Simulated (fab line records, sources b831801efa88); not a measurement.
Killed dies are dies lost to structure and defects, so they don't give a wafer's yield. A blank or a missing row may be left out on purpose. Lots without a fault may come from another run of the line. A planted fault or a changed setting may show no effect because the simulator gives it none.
fab line records | flow gf180mcu
record lots=6 wafers=18 last_day=34
route steps=602 shown V5@551
lots that met no fault: from a run of the same line without faults
start_h: hours from the record's first day to the start of the lot's first wafer shown | wait_h: hours since the lot's step before | " the same as in the row above | L1.1+2: a row that stands for several wafers | - no value, or no start given | * or withheld: withheld | < > ~ a bound
route shown NAME@n: a module of which the file shows steps, and the number in the route of the first | usual: mean/standard deviation of fault-free wafers | same: alike in all rows | chamber/n: place in a boat | sites: the reading at each site | _std_site: their standard deviation | _edge_site: outer sites' mean less inner sites' | radius_mm: how far each site lies from the wafer's centre | mask NAME#n: copy n | behind: the tool/chamber that last shaped the wafer | hold: why the lot was held/for how many hours/how that ended | device: the transistor (n, p or np) that didn't switch | end of line: the same wafers' tests at the end of the route | a step without rows: its recipe alone | killed: dies lost to structure and defects at the first sort, not the wafer's yield | map: a wafer's dies, x killed, . not, _ none there
set.NAME: the setting as run; set.NAME@STEP: as run at that earlier step | model.NAME: the simulator's own value behind a step, which no gauge read
lots at some steps of the route; a table a step, a row a wafer
services: from which hour (start_h, from the record's first day; less than 0 if before it) a tool's chamber was out of use, for how many hours, and why
## steps
# step GF_V5_EXPOSE_11
# recipe mask_id=Via5 target_cd_nm=260 na=0.68 source_shape=conventional sigma_outer=0.6 dose_mj=38
# step GF_V5_PEB_12
# recipe peb_temp_c=135 peb_time_s=90 resist=KrF
# step GF_V5_DEVELOP_13
# recipe develop_time_s=60 resist=KrF dev_temp_c=21
# step GF_V5_CD_MEAS_14
# recipe target_cd_nm=260
# usual cd_nm=260.2/1.3
# columns lot.wafer tool chamber start_h wait_h cd_nm
L918.1 cd_sem-02 - 651.28 0.1 259.7
L918.3 " - " " 259.3
L918.5 " - " " 260.4
L926.3 cd_sem-02 - 711.97 0.1 259.9
L926.4 " - " " 259.0
L926.5 " - " " 261.0
L930.1 cd_sem-02 - 733.23 0.1 262.0
L930.2 " - " " 261.2
L930.6 " - " " 262.6
L935.1 cd_sem-01 - 769.13 0.1 260.1
L935.4 " - " " 260.8
L935.5 " - " " 261.1
L937.2 cd_sem-02 - 777.96 0.1 258.5
L937.3 " - " " 258.1
L937.5 " - " " 258.4
L938.1 cd_sem-02 - 786.04 0.1 261.7
L938.2 " - " " 260.0
L938.5 " - " " 260.8
# step GF_V5_OVL_MEAS_15
# usual V5_OVL=-2/5.4
# columns lot.wafer tool chamber start_h wait_h V5_OVL[nm]
L918.1 overlay-01 - 651.40 0.1 11
L918.3 " - " " 5
L918.5 " - " " 8
L926.3 overlay-01 - 712.07 0.1 -2
L926.4 " - " " 2
L926.5 " - " " -1
L930.1 overlay-02 - 733.35 0.1 -11
L930.2 " - " " 0
L930.6 " - " " -2
L935.1 overlay-02 - 769.25 0.1 -9
L935.4 " - " " 3
L935.5 " - " " -2
L937.2 overlay-01 - 778.06 0.1 -6
L937.3 " - " " -4
L937.5 " - " " -10
L938.1 overlay-01 - 786.16 0.1 -4
L938.2 " - " " -9
L938.5 " - " " -8
# step GF_V5_ETCH_16
# recipe chemistry=N2/H2 target_depth_a=withheld overetch_a=withheld time_s=withheld target=BARC ion_energy_ev=200 source_w=500 bias_w=100 pressure_mtorr=30 n2_flow_sccm=100 h2_flow_sccm=200
# usual drypump_motor_current_A=5.9/0.43 h2_flow_sccm=200.1/0.66 oes_product_au=0.855/0.0047 throttle_valve_pct=13.224/0.01
# columns lot.wafer tool chamber start_h wait_h drypump_motor_current_A h2_flow_sccm oes_product_au throttle_valve_pct
L918.1 rie_diel-03 2 651.44 0.0 5.7 199.3 0.862 13.222
L918.3 " 0 " " 5.5 200.1 0.852 13.217
L918.5 " 0 " " 5.5 199.3 0.860 13.243
L926.3 rie_diel-03 0 712.09 0.0 5.5 198.8 0.853 13.221
L926.4 " 2 " " 5.7 199.7 0.849 13.223
L926.5 " 0 " " 5.5 200.2 0.864 13.240
L930.1 rie_diel-01 2 733.39 0.0 5.7 200.0 0.856 13.223
L930.2 " 3 " " 5.0 200.3 0.858 13.219
L930.6 " 3 " " 5.0 200.6 0.857 13.210
L935.1 rie_diel-02 0 769.29 0.0 5.9 200.8 0.850 13.209
L935.4 " 1 " " 6.7 200.3 0.859 13.211
L935.5 " 1 " " 6.7 199.7 0.856 13.217
L937.2 rie_diel-02 0 778.09 0.0 6.0 200.7 0.858 13.220
L937.3 " 2 " " 5.9 199.7 0.846 13.222
L937.5 " 0 " " 6.0 201.4 0.860 13.227
L938.1 rie_diel-02 3 786.19 0.0 5.9 200.0 0.862 13.230
L938.2 " 1 " " 6.7 199.5 0.858 13.226
L938.5 " 3 " " 5.8 200.3 0.859 13.236
# step GF_V5_ETCH_17
# recipe chemistry=C4F8/O2/Ar mask_material=KrF target=SiO2 stop_on=TiN source_w=1500 bias_w=1200 pressure_mtorr=40 c4f8_flow_sccm=withheld O2_flow_sccm=6 Ar_flow_sccm=300 time_s=withheld target_depth_a=8550
# usual oes_product_au=0.860/0.0046
# columns lot.wafer tool chamber start_h wait_h oes_product_au
L918.1 rie_diel-03 2 - - 0.863
L918.3 " 0 " " 0.871
L918.5 " 0 " " 0.855
L926.3 rie_diel-03 0 - - 0.862
L926.4 " 2 " " 0.862
L926.5 " 0 " " 0.854
L930.1 rie_diel-01 2 - - 0.859
L930.2 " 3 " " 0.858
L930.6 " 3 " " 0.858
L935.1 rie_diel-02 0 - - 0.865
L935.4 " 1 " " 0.865
L935.5 " 1 " " 0.857
L937.2 rie_diel-02 0 - - 0.861
L937.3 " 2 " " 0.857
L937.5 " 0 " " 0.867
L938.1 rie_diel-02 3 - - 0.863
L938.2 " 1 " " 0.858
L938.5 " 3 " " 0.862
# step GF_V5_STRIP_18
# recipe chemistry=O2/N2 power_w=1400 pressure_mtorr=1500 platen_temp_c=250 o2_flow_sccm=3000 n2_flow_sccm=300 overash_fraction=0.5
# usual drypump_motor_current_A=6.1/0.49 heater_power_w=341/17 oes_product_au=0.568/0.0047
# same overash_fraction=0.5
# columns lot.wafer tool chamber start_h wait_h drypump_motor_current_A heater_power_w oes_product_au rf_hours_counter_h
L918.1 plasma_asher-04 1 651.59 - 6.2 362 0.573 99
L918.3 " 1 " " 6.2 364 0.562 -
L918.5 " 1 " " 6.2 358 0.575 -
L926.3 plasma_asher-04 0 712.28 - 5.5 340 0.567 -
L926.4 " 1 " " 6.2 355 0.569 -
L926.5 " 0 " " 5.5 343 0.570 -
L930.1 plasma_asher-03 1 733.54 - 6.5 347 0.568 98
L930.2 " 0 " " 5.3 316 0.572 98
L930.6 " 0 " " 5.3 314 0.563 -
L935.1 plasma_asher-03 0 769.44 - 5.3 325 0.562 102
L935.4 " 1 " " 6.4 342 0.559 -
L935.5 " 0 " " 5.3 323 0.571 -
L937.2 plasma_asher-04 0 778.25 - 5.5 350 0.568 3
L937.3 " 0 " " 5.5 348 0.570 -
L937.5 " 0 " " 5.5 355 0.565 -
L938.1 plasma_asher-04 0 786.35 - 5.5 351 0.563 4
L938.2 " 1 " " 6.2 348 0.566 4
L938.5 " 0 " " 5.5 352 0.562 -
# step GF_V5_STRIP_19
# recipe chemistry=post_etch_residue_remover time_s=1200 temp_c=72.5
# step GF_V5_CLEAN_20
# recipe chemistry=DIW dry=n2_spin
# step GF_V5_SPUTTER_21
# recipe material=Ti target_thk_nm=15 chamber_pressure_pa=5 power_w=2500 substrate_temp_c=200 time_s=80.02
# step GF_V5_SPUTTER_22
# recipe material=TiN target_thk_nm=10 chamber_pressure_pa=5 power_w=4000 time_s=40
# usual throttle_valve_pct=30.0/0.92
# columns lot.wafer tool chamber start_h wait_h throttle_valve_pct
L918.1 pvd_sputter-02 - 652.20 0.0 28.5
L918.3 " - " " 30.1
L918.5 " - " " 29.8
L926.3 pvd_sputter-04 - 712.85 0.0 30.7
L926.4 " - " " 30.1
L926.5 " - " " 30.8
L930.1 pvd_sputter-02 - 734.14 0.0 29.1
L930.2 " - " " 28.5
L930.6 " - " " 29.0
L935.1 pvd_sputter-03 - 770.08 0.0 29.9
L935.4 " - " " 32.1
L935.5 " - " " 32.4
L937.2 pvd_sputter-03 - 778.88 0.0 32.1
L937.3 " - " " 29.9
L937.5 " - " " 30.0
L938.1 pvd_sputter-04 - 786.99 0.0 29.9
L938.2 " - " " 28.8
L938.5 " - " " 29.4
# step GF_V5_CVD_23
# recipe material=W target_thk_nm=350 time_s=104.9 temp_c=400 pressure_torr=40
# usual heater_power_w=924/110
# columns lot.wafer tool chamber start_h wait_h heater_power_w model.W_of_V5_CVD_23.thk_nm
L918.1 cvd_w-02 0 652.24 0.0 1129 353.9
L918.3 " 0 " " 1125 356.1
L918.5 " 0 " " 1115 355
L926.3 cvd_w-01 0 712.92 0.1 818 346
L926.4 " 1 " " 877 359.1
L926.5 " 1 " " 879 361.5
L930.1 cvd_w-01 1 734.18 0.0 885 388.7
L930.2 " 0 " " 845 342.8
L930.6 " 0 " " 844 341.5
L935.1 cvd_w-01 0 770.11 0.0 854 378.3
L935.4 " 1 " " 869 390.3
L935.5 " 1 " " 883 357.3
L937.2 cvd_w-02 1 778.92 0.0 851 346.9
L937.3 " 0 " " 1116 351.3
L937.5 " 0 " " 1148 350.5
L938.1 cvd_w-02 0 787.03 0.0 1152 352.5
L938.2 " 1 " " 867 349.6
L938.5 " 1 " " 864 351.1
# step GF_V5_RS_MEAS_24
# recipe thk_meas_gauge=four-point-probe reads=W_of_V5_CVD_23+TiN_of_V5_SPUTTER_22+Ti_of_V5_SPUTTER_21
# usual V5_W_RS=0.326/0.0055
# columns lot.wafer tool chamber start_h wait_h V5_W_RS[ohm/sq]
L918.1 film_metro-03 - 652.36 0.1 0.324
L918.3 " - " " 0.322
L918.5 " - " " 0.323
L926.3 film_metro-03 - 713.04 0.1 0.331
L926.4 " - " " 0.319
L926.5 " - " " 0.317
L930.1 film_metro-03 - 734.29 0.1 0.294
L930.2 " - " " 0.334
L930.6 " - " " 0.335
L935.1 film_metro-01 - 770.23 0.1 0.303
L935.4 " - " " 0.293
L935.5 " - " " 0.321
L937.2 film_metro-03 - 779.05 0.1 0.330
L937.3 " - " " 0.325
L937.5 " - " " 0.326
L938.1 film_metro-03 - 787.14 0.1 0.325
L938.2 " - " " 0.327
L938.5 " - " " 0.326
# step GF_V5_THK_MEAS_25
# recipe thk_meas_gauge=xrf reads=W_of_V5_CVD_23
# usual V5_W_THK=348/6.4
# columns lot.wafer tool chamber start_h wait_h V5_W_THK[nm]
L918.1 film_metro-03 - 652.48 0.1 351
L918.3 " - " " 353
L918.5 " - " " 351
L926.3 film_metro-03 - 713.14 0.1 339
L926.4 " - " " 352
L926.5 " - " " 355
L930.1 film_metro-03 - 734.41 0.1 380
L930.2 " - " " 337
L930.6 " - " " 336
L935.1 film_metro-01 - 770.35 0.1 374
L935.4 " - " " 384
L935.5 " - " " 351
L937.2 film_metro-03 - 779.16 0.1 343
L937.3 " - " " 347
L937.5 " - " " 345
L938.1 film_metro-03 - 787.26 0.1 346
L938.2 " - " " 343
L938.5 " - " " 346
# step GF_V5_CMP_26
# recipe stop_on=SiO2 down_force_psi=3.5 platen_rpm=60 t_overpolish_s=15 target_thk_nm=0 pad_velocity_m_s=0.94248
# usual motor_current_A=11.3/1.7 slurry_filter_dp_kPa=13.48/0.14
# columns lot.wafer tool chamber start_h wait_h motor_current_A slurry_filter_dp_kPa
L918.1 cmp-02 0 652.59 0.1 9.9 13.64
L918.3 " 1 " " 8.5 13.50
L918.5 " 0 " " 10.4 13.46
L926.3 cmp-01 2 713.23 0.1 9.5 13.52
L926.4 " 0 " " 11.2 13.51
L926.5 " 2 " " 9.7 13.51
L930.1 cmp-02 3 734.52 0.1 11.3 13.29
L930.2 " 1 " " 8.8 13.37
L930.6 " 3 " " 10.7 13.41
L935.1 cmp-01 3 770.51 0.1 13.0 13.47
L935.4 " 0 " " 11.3 13.23
L935.5 " 2 " " 9.7 13.27
L937.3 cmp-01 1 779.31 0.1 14.7 13.79
L937.2 " 2 " " 9.3 13.66
L937.5 " 0 " " 10.6 13.68
L938.1 cmp-02 2 787.37 0.1 12.6 13.38
L938.2 " 0 " " 10.3 13.38
L938.5 " 2 " " 12.5 13.50
## services
# columns tool chamber start_h hours kind
rie_diel-01 0 631.00 6.9 repair
cmp-02 - 648.50 1.3 repair
cmp-02 - 666.23 5.1 repair
cmp-02 - 685.59 1.4 repair
rie_diel-03 - 694.63 0.6 repair
cmp-01 - 695.46 4.9 pm
rie_diel-02 1 696.70 - clean
rie_diel-02 1 696.70 15.9 scheduled_down
pvd_sputter-04 - 701.15 1.3 repair
pvd_sputter-04 - 714.41 4.5 repair
cmp-02 - 725.93 0.3 repair
plasma_asher-04 - 733.75 9.0 pm
cmp-01 - 734.23 1.1 repair
cmp-02 - 737.98 0.9 repair
cmp-02 - 744.00 4.0 pm
pvd_sputter-03 - 747.67 7.3 repair
rie_diel-03 3 750.75 21.3 repair
cvd_w-02 0 753.59 4.6 repair
rie_diel-03 0 760.64 17.6 repair
rie_diel-02 3 763.45 4.9 repair
plasma_asher-03 - 771.65 0.8 repair
plasma_asher-04 - 772.31 2.0 repair
rie_diel-02 1 775.73 10.0 repair
plasma_asher-03 - 777.94 40.7 repair
## key
first_sign step=GF_V5_RS_MEAS_24 reading=V5_W_RS direction=down sigmas=5.4 usual=0.326 struck=0.297
effect step=GF_V5_THK_MEAS_25 reading=V5_W_THK direction=up sigmas=4.9 usual=348 struck=380
model_effect step=GF_V5_CVD_23 value=W_of_V5_CVD_23.thk_nm without=354.2 struck=385.8
met_at GF_V5_CVD_23
struck_wafers L930.1,L935.1,L935.4
onset_between 712.92 734.18
fault kind=process_parameter_drift tool=cvd_w-01 chamber=- onset_h=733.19 steps=GF_V5_CVD_23 channel=target_thk_nm offset=31.152 shape=step end_h=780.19 scope=struck_wafers_only acts_in=these_recipes_only stated=350
